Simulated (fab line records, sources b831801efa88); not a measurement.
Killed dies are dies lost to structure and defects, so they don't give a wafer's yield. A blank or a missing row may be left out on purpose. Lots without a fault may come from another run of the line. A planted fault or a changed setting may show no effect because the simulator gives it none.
Chamber matching | flow gf180mcu | GF_DUAL_GATE_WET_ETCH_12 on wet_bench-02: 3 sister chambers
The step etches SiO2 in dHF, target depth 13 nm, time 260 s. 3 wafers are shown with their chamber, then 7 later ones without.

WAFERS WITH THEIR CHAMBER
wafer  | chamber | temp_c (C)
L980.6 | 1       | 25.09
L983.6 | 3       | 25.09
L991.4 | 2       | 24.80

WAFERS WITHOUT THEIR CHAMBER
wafer  | temp_c (C)
L991.6 | 24.87
L993.2 | 25.00
L993.5 | 25.14
L993.6 | 24.89
L999.2 | 24.76
L999.5 | 24.89
L999.6 | 24.97

WHICH CHAMBER EACH WENT THROUGH
wafer  | from the rows above          | in truth
L991.6 | can't be placed: 2 or 1 or 3 | 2
L993.2 | can't be placed: 1 or 3 or 2 | 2
L993.5 | can't be placed: 1 or 3      | 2
L993.6 | can't be placed: 2 or 1 or 3 | 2
L999.2 | 2                            | 2
L999.5 | can't be placed: 2 or 1 or 3 | 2
L999.6 | can't be placed: 1 or 3 or 2 | 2
Placed correctly: 1 of 7. Can't be placed from these rows: 6 (the true chamber is among the candidates in 5). Placed wrongly: 0.
How it was worked out, from the rows above alone: a wafer's distance from a chamber is the root of the sum, over the readings, of the square of ((its reading less the chamber's mean) divided by the reading's scatter). The wafer belongs to the nearest chamber; if the next one is less than 2 further off, it can't be placed. A chamber's mean is the mean of its shown wafers. The scatter: with one shown wafer a chamber, the root of the mean of the squares of how far each hidden wafer lies from its nearest shown one.
